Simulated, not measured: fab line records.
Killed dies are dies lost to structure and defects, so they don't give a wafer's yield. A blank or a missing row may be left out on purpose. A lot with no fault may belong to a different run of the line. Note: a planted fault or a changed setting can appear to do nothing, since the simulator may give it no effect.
A struck lot beside a sound one -- flow sky130 -- 21 out of 708 route steps
Sound: the wafers L516.1, L516.4, L516.6. The struck wafers were L527.3, L527.4, L527.5. At the end, the cause is stated.
Order at every step that has rows: each side's tool, ch and its chambers, its first start. Under that, the readings that differ: sound wafers -- struck wafers -- difference of the means -- sigmas: that difference in standard deviations of wafers without a fault.
alike: readings whose means differ by less than 2 such deviations, and words and numbers that are the same on both sides. not compared: withheld readings, readings that some wafer has no value for, bounds like >300 that may hide the same value, and numbers for which the record gives no deviation and whose values overlap.
A row with sigmas, a row that says differs or no value, or rows on one side alone: a step with any of these is where the two part. Numbers that have no deviation but don't overlap get no sigmas and don't part them. A reading that every wafer of one side lacks parts them only if that side has two wafers or more.

first, 1 step without rows for these wafers: SKY_RES_XHIGH_IMPLANT_07.
SKY_RES_XHIGH_STRIP_08: strips in O2/N2.
  sound on plasmaAsher-01 ch 0,1, day 30 00:27; struck on plasmaAsher-01 ch 0,1, day 33 09:24
reading,sound,struck,difference,sigmas
o2FlowSccm (sccm),3145 2994 3003,2986 3003 3000,-51,-3
  alike: drypumpMotorCurrentA, oesProductAu, stripTimeToEndpointS
  not compared: rfHoursCounterH
SKY_RES_XHIGH_TW_MEAS_09:
  sound on filmMetro-03, day 30 00:33; struck on filmMetro-03, day 33 09:29
  alike: RES_XHIGH_TW
then, 7 steps without rows for these wafers: SKY_SD_N_DEHYDRATE_00 (time 60 s); SKY_SD_N_HMDS_01 (prime time 60 s); SKY_SD_N_COAT_02 (resist thk 1140 nm); SKY_SD_N_SOFTBAKE_03 (time 60 s); SKY_SD_N_EXPOSE_04 (exposes mask NSDM, target cd 380 nm); SKY_SD_N_PEB_05; SKY_SD_N_DEVELOP_06 (develop time 60 s).
SKY_SD_N_CD_MEAS_07: target cd 380 nm.
  sound on cdSem-02, day 31 04:46; struck on cdSem-02, day 34 11:57
  alike: cdNm
SKY_SD_N_OVL_MEAS_08:
  sound on overlay-01, day 31 04:53; struck on overlay-02, day 34 12:02
  alike: SD_N_OVL
SKY_SD_N_IMPLANT_09:
  sound on implanter-04 ch 0, day 31 04:55; struck on implanter-01 ch 0, day 34 12:07
reading,sound,struck,difference,sigmas
doseIonsCm2,4.015e+15 4.008e+15 4.002e+15,3.662e+15 3.659e+15 3.658e+15,-3.487e+14,-73
  alike: beamEnergyKeV, tiltDeg
after that, 1 step had no rows for these wafers: SKY_SD_N_IMPLANT_10.
SKY_SD_N_STRIP_11: strips in O2/N2.
  sound on plasmaAsher-02 ch 0,1, day 31 05:13; struck on plasmaAsher-02 ch 0,1, day 34 12:24
reading,sound,struck,difference,sigmas
stripTimeToEndpointS (s),22.56 22.56 22.55,22.17 22.21 22.22,-0.36,-9
  alike: drypumpMotorCurrentA, o2FlowSccm, oesProductAu
  not compared: rfHoursCounterH
SKY_SD_N_TW_MEAS_12:
  sound on filmMetro-02, day 31 05:19; struck on filmMetro-02, day 34 12:31
  alike: SD_N_TW
then, 1 step without rows for these wafers: SKY_SD_N_CLEAN_13 (cleans in SC1/SC2, time 150 s).
SKY_SD_N_RTA_14: time 2 s.
  sound on rtpAnneal-01 ch 0, day 31 05:31; struck on rtpAnneal-02 ch 0, day 34 12:37
  alike: chamberO2Ppm, lampPowerPct, wafer_temp_C_max
SKY_SD_N_RS_MEAS_16: uses a four-point probe to measure.
  sound on filmMetro-03, day 31 05:41; struck on filmMetro-01, day 34 12:49
reading,sound,struck,difference,sigmas
SD_N_RS (ohm/sq),68.35 68.42 68.45,69.36 69.25 69.15,+0.85,+7
SKY_SD_N_RS_MEAS_17: uses a four-point probe to measure.
  sound on filmMetro-03, day 31 05:49; struck on filmMetro-01, day 34 12:56
  alike: SD_P_RS
-- record jumps: 16 days separate the struck wafers' starts on either side; left off in module SD_N, taken up again in module PAD_OPEN, whose first shown step is the route's number 708 --
SKY_PAD_OPEN_PROBE_99:
  sound on prober-01, day 48 05:12; struck on prober-02, day 50 10:12
reading,sound,struck,difference,sigmas
model.etest.resNdiffHv.rsOhmSq,113.5 113.6 113.5,118.2 117.5 117.6,+4.2,
model.etest.resNdiff.rsOhmSq,119.3 118.9 120.6,124.2 124.6 123.2,+4.4,
  alike: killed_at_M0_to_M3, killed_at_M4_up, killedAtContacts, killedAtFrontEnd, killedAtOther, killedDies, killedOpen, killedShort

== WHERE THEY PART ==
At SKY_RES_XHIGH_STRIP_08 first; at SKY_SD_N_RS_MEAS_16 last (within this record only). Later steps at which nothing parts them and some readings are alike: SKY_SD_N_RS_MEAS_17, SKY_PAD_OPEN_PROBE_99.

WHY: the cause the simulator had injected
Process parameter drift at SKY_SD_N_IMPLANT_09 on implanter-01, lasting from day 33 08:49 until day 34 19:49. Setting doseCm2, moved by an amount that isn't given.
